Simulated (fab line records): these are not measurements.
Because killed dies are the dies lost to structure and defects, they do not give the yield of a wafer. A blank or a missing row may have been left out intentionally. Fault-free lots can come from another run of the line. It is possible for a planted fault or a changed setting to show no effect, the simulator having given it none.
Problem report in the 8D (eight disciplines) form, filled by code	flow sfq-line	the parts of the form that need people (team, actions taken, sign-off) are left out

## 1. WHAT IS WRONG
At SFQ_TRILAYER_I1_VIA_BARC_OPEN_VIA_ETCH_071, run-length-s averages 81.2 s over 2 wafers from 2 lots, while fault-free wafers read 70.1 s, standard deviation 0.38. That puts it +29 standard deviations away from the usual mean.
The step: etches BARC in O2, target depth 125 nm, time 41.7 s.
Seen first at day 28 23:43 on rie-diel-02, wafer L707.2. The record holds 16 wafers of 6 lots with a number at this step. The rule behind "out" and "out of limits": a value lying over 4 standard deviations away from the usual mean. Any other wafer with a number is counted as sound.

## 2. WHAT IT IS, WHAT IT ISN'T
question	is	is not
which readings at this step	run-length-s, oes-product-au	drypump-motor-current-A
which lots	L707, L709	L693, L700, L701, L703
which wafers of those lots	L707.2, L709.6	L707.5, L709.5
read on which tools	rie-diel-02	rie-diel-01
when	from day 28 23:43	up to then (13 sound wafers); but 1 sound wafer of L709 came after

## 3. WHAT RULES OUT EACH SUSPECT
Counting: a tool at a process step up to the reading stays a suspect if it ran every lot that is out. Sound lots after the first of them don't rule it out here, since some wafers of a struck lot are sound.
- rie-diel-02 at SFQ_TRILAYER_I1_VIA_BARC_OPEN_VIA_ETCH_071 (etches BARC in O2, target depth 125 nm, time 41.7 s): kept. It ran every lot that is out, first L707 (day 28 23:43); its last sound lot up to then is L703 (day 27 17:28). Its own readings are out on those wafers: oes-product-au, run-length-s.
The count leaves rie-diel-02 at SFQ_TRILAYER_I1_VIA_BARC_OPEN_VIA_ETCH_071.

## 4. THE CAUSE (what the simulator had put in)
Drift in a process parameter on rie-diel-02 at SFQ_TRILAYER_I1_VIA_BARC_OPEN_VIA_ETCH_071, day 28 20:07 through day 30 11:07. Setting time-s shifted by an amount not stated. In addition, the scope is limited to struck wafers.
After counting, this tool was the only one left.

## 5. THE CHAIN OF EFFECTS, in route order
One row per reading whose mean, taken over the struck wafers that have a number, lies over 3 standard deviations from the usual. Readings are gone through only where the record gives a usual standard deviation; hours: the median, over the lots, of the time from a lot's start at the first step in this table giving one to that lot's start at this step; sigmas: the change measured in usual standard deviations.
hours	step	reading	usual	on struck wafers	change	sigmas
0	SFQ_TRILAYER_I1_VIA_BARC_OPEN_VIA_ETCH_071	oes-product-au	0.685 a.u.	0.622	-0.063	-16
0	SFQ_TRILAYER_I1_VIA_BARC_OPEN_VIA_ETCH_071	run-length-s	70.1 s	81.2	+11.1	+29
It contains these process steps:
- SFQ_TRILAYER_I1_VIA_BARC_OPEN_VIA_ETCH_071: etches BARC in O2, target depth 125 nm, time 41.7 s.

## 6. WHAT WOULD HAVE CAUGHT IT SOONER
In this record no reading fell out of limits until day 28 23:43, 4 hours after the fault had begun at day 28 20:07.
